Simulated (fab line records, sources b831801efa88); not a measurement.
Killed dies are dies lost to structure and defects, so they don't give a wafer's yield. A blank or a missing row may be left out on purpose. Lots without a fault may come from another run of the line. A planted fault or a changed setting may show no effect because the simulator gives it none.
Split-lot experiment | flow gf180mcu | 5 lots, 23 wafers read, on a route of 602 steps

THE SPLIT
At GF_MIM_SPUTTER_00 (material Ti, target thk 37.5 nm, time 150 s), the setting chamber_pressure_pa was moved away from the recipe's 2 Pa on 10 of the 23 wafers read, by +4.6% to +10.9%. The other wafers ran this setting at the recipe's value.

The reading is taken at the split's own step.

THE READING
Ti_of_MIM_SPUTTER_00.thk_nm (the simulator's own value, which no gauge read), in nm, at GF_MIM_SPUTTER_00 (material Ti, target thk 37.5 nm, time 150 s). The file gives no usual value for it. The 13 wafers here that ran the recipe average 37.47 nm, standard deviation 0.2 nm.

wafer  | tool, chamber at the split | chamber_pressure_pa as run, Pa | against the recipe | Ti_of_MIM_SPUTTER_00.thk_nm, nm | against lot-mates on the recipe
L077.1 | pvd_sputter-04, -          | 2                              | recipe             | 37.67                           | -
L077.2 | pvd_sputter-04, -          | 2                              | recipe             | 37.57                           | -
L077.3 | pvd_sputter-04, -          | 2                              | recipe             | 37.8                            | -
L077.5 | pvd_sputter-04, -          | 2                              | recipe             | 37.76                           | -
L077.6 | pvd_sputter-04, -          | 2                              | recipe             | 37.71                           | -
L078.1 | pvd_sputter-01, -          | 2.093                          | +4.6%              | 36.9                            | no lot-mate on the recipe
L078.2 | pvd_sputter-01, -          | 2.093                          | +4.6%              | 36.7                            | no lot-mate on the recipe
L078.3 | pvd_sputter-01, -          | 2.093                          | +4.6%              | 36.77                           | no lot-mate on the recipe
L078.5 | pvd_sputter-01, -          | 2.093                          | +4.6%              | 36.55                           | no lot-mate on the recipe
L078.6 | pvd_sputter-01, -          | 2.093                          | +4.6%              | 36.41                           | no lot-mate on the recipe
L079.1 | pvd_sputter-04, -          | 2                              | recipe             | 37.14                           | -
L079.4 | pvd_sputter-04, -          | 2                              | recipe             | 37.39                           | -
L079.6 | pvd_sputter-04, -          | 2                              | recipe             | 37.39                           | -
L082.1 | pvd_sputter-02, -          | 2                              | recipe             | 37.24                           | -
L082.2 | pvd_sputter-02, -          | 2                              | recipe             | 37.34                           | -
L082.3 | pvd_sputter-02, -          | 2                              | recipe             | 37.39                           | -
L082.5 | pvd_sputter-02, -          | 2                              | recipe             | 37.3                            | -
L082.6 | pvd_sputter-02, -          | 2                              | recipe             | 37.41                           | -
L084.1 | pvd_sputter-02, -          | 2.217                          | +10.9%             | 34.94                           | no lot-mate on the recipe
L084.2 | pvd_sputter-02, -          | 2.217                          | +10.9%             | 34.9                            | no lot-mate on the recipe
L084.4 | pvd_sputter-02, -          | 2.217                          | +10.9%             | 35.17                           | no lot-mate on the recipe
L084.5 | pvd_sputter-02, -          | 2.217                          | +10.9%             | 34.78                           | no lot-mate on the recipe
L084.6 | pvd_sputter-02, -          | 2.217                          | +10.9%             | 34.86                           | no lot-mate on the recipe

THE FIT
A straight line over all 23 wafers: Ti_of_MIM_SPUTTER_00.thk_nm changes by -0.23 nm for each +1% of chamber_pressure_pa; r = -0.98; the points scatter about the line by 0.23 nm.
Too few moved wafers have a lot-mate on the recipe to fit a line with each lot's own level taken away.

THE FILE'S OWN FIT
Ti_of_MIM_SPUTTER_00.thk_nm changes by -0.23 nm for each +1% of chamber_pressure_pa, r = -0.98.
